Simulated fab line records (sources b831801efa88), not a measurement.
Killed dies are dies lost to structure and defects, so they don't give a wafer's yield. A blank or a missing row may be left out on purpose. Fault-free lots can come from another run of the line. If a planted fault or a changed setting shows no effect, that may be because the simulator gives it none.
Problem report, 8D (eight disciplines) form, completed by code || flow gf180mcu || the parts of the form that need people (team, actions taken, sign-off) are left out

1. WHAT IS WRONG
headPressurePsi at GF_CONTACT_CMP_27 reads a mean of 3.821 psi on 3 wafers of 2 lots; wafers without a fault read 3.500 psi with a standard deviation of 0.0074. Measured from the usual mean, that is +43 standard deviations.
The step: polishes, stops on SiO2, t overpolish 15 s, target thk 0 nm.
Seen first at day 18 08:11 on cmp-02, wafer L600.1. Wafers with a number at this step in the record: 42, from 14 lots. By rule, "out" or "out of limits" means more than 4 standard deviations away from the usual mean. Any other wafer with a number is counted as sound.

2. WHAT IT IS AND WHAT IT IS NOT
{"question": "which readings at this step", "is": "headPressurePsi", "is not": "edgeZonePressureFrac, overpolishRunS"}
{"question": "which lots", "is": "L600, L601", "is not": "L594, L595, L596, L597, L599, L609, L610, L611, L613, L614, L616, L617"}
{"question": "which wafers of those lots", "is": "L600.1, L601.3, L601.5", "is not": "L600.4, L600.6, L601.4"}
{"question": "read on which tools", "is": "cmp-02", "is not": "cmp-01"}
{"question": "when", "is": "from day 18 08:11", "is not": "up to then (17 sound wafers); but 22 sound wafers of L601, L609, L610, L611, L613, L614, L616, L617 came after"}

3. THE SUSPECTS, EACH WITH WHAT RULES IT OUT
Counting: if a tool at a process step up to the reading ran every lot that is out, it stays a suspect. Sound lots after the first of them don't rule it out here, since some wafers of a struck lot are sound.
- cmp-02 at GF_CONTACT_CMP_27 (polishes, stops on SiO2, t overpolish 15 s, target thk 0 nm): kept. It processed each lot that is out (first: L600, day 18 08:11); up to then, its last sound lot is L599 (day 17 23:49). Out on those wafers are its own readings of headPressurePsi.
- In cmp-02 at GF_CONTACT_CMP_27, the wafers that are out were processed in chamber 0 and their sound lot-mates in chambers 1, 2, 3.
The count leaves cmp-02 at GF_CONTACT_CMP_27.

4. THE CAUSE (what the simulator had put in)
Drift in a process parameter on cmp-02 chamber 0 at GF_CONTACT_CMP_27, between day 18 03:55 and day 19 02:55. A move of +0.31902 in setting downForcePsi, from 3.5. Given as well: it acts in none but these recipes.
The count eliminated every tool but this one.

5. THE CHAIN OF EFFECTS, in route order
Rows list readings where the struck wafers' mean (over those with a number) sits beyond 3 standard deviations from the usual. Scope: only readings with a usual standard deviation given in the record; hours: median across lots of the time from each lot's start at the first step in this table that gives one to its start at this step; sigmas: change in usual standard deviations.
{"hours": 0, "step": "GF_CONTACT_CMP_27", "reading": "headPressurePsi", "usual": "3.500 psi", "on struck wafers": 3.821, "change": "+0.321", "sigmas": "+43"}
Here are the process steps it includes:
- GF_CONTACT_CMP_27: polishes, stops on SiO2, t overpolish 15 s, target thk 0 nm.

6. WHAT WOULD HAVE CAUGHT IT SOONER
In this record the first reading out of limits was taken at day 18 08:11, 4 hours after the fault began at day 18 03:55.
